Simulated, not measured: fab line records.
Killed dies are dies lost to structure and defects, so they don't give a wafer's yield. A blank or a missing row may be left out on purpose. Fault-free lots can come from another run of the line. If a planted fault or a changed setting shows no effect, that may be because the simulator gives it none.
Which tool was responsible? | flow gf180mcu | Sampling: 15 lots, 45 wafers, 2 of 602 route steps

## WHAT EACH GAUGE READ, for each wafer
GF_M1_OVL_MEAS_15. Usual: M1_OVL gives -1 nm (standard deviation 5).
lot  | measured     | on         | M1_OVL (nm) | flag
L485 | day 18 03:01 | overlay-01 | -6 1 -1     |
L486 | day 18 07:34 | overlay-02 | -9 -2 -6    |
L487 | day 18 23:58 | overlay-02 | -6 -5 -10   |
L488 | day 19 11:43 | overlay-01 | 4 8 -2      |
L490 | day 19 23:02 | overlay-02 | -10 -15 -10 |
L489 | day 19 23:23 | overlay-02 | 1 -7 -11    |
L491 | day 20 07:56 | overlay-02 | 7 1 3       |
L496 | day 21 22:26 | overlay-01 | 4 6 9       |
L497 | day 22 11:00 | overlay-01 | 0 -2 -4     |
L500 | day 23 10:26 | overlay-01 | -6 4 -5     |
L501 | day 23 13:15 | overlay-01 | 3 2 4       |
L502 | day 23 18:58 | overlay-02 | 1 -9 -14    |
L503 | day 24 05:13 | overlay-01 | -1 5 2      |
L504 | day 24 14:55 | overlay-01 | -6 -2 0     |
L506 | day 24 22:09 | overlay-02 | 3 2 0       |

GF_V1_BOW_MEAS_05. Usual: V1_BOW gives 81 um (standard deviation 7.3).
lot  | measured     | on            | V1_BOW (um) | flag
L485 | day 18 04:26 | film metro-03 | 94 90 87    |
L486 | day 18 08:51 | film metro-04 | 72 71 78    |
L487 | day 19 01:13 | film metro-01 | 71 83 80    |
L488 | day 19 13:05 | film metro-04 | 92 74 92    |
L490 | day 20 00:24 | film metro-04 | 75 82 81    |
L489 | day 20 00:41 | film metro-03 | 90 86 79    |
L491 | day 20 09:11 | film metro-01 | 82 76 95    |
L496 | day 21 23:45 | film metro-01 | 78 97 81    |
L497 | day 22 12:18 | film metro-01 | 72 88 83    |
L500 | day 23 11:52 | film metro-01 | 78 77 70    |
L501 | day 23 14:57 | film metro-03 | 81 70 69    |
L502 | day 23 20:39 | film metro-03 | 85 68 79    |
L503 | day 24 06:30 | film metro-01 | 81 93 80    |
L504 | day 24 16:34 | film metro-03 | 85 87 79    |
L506 | day 24 23:26 | film metro-03 | 91 90 80    |

## EACH LOT AND THE TOOL THAT RAN IT (in order: tool; ch and the chambers of the sampled wafers; start)
Record: no process step prior to these readings.

## WHAT THE TOOLS THEMSELVES READ (means of the sampled wafers that have a number; where no wafer has one, the mark that the record gives instead)
The record holds no such reading with a usual standard deviation.

## THE ANSWER, worked out from the rows above alone
Rule: a lot is off if the mean of its wafers that have a number lies more than 3 standard deviations from the usual mean. Also off: a lot with no number at a reading for which 4 or more lots have one. Where the step has rows for the other lots, those lots are counted as sound. The gauges are gone through in route order, then the tools' own readings, and for those a lot's mean is taken as printed above. At the first step where some lot is off, the reading lying furthest off is the one used; lots without a number count as furthest.
None of the lots is off at any reading shown; this tells nothing.

## WHAT THE SIMULATOR HAD PUT IN
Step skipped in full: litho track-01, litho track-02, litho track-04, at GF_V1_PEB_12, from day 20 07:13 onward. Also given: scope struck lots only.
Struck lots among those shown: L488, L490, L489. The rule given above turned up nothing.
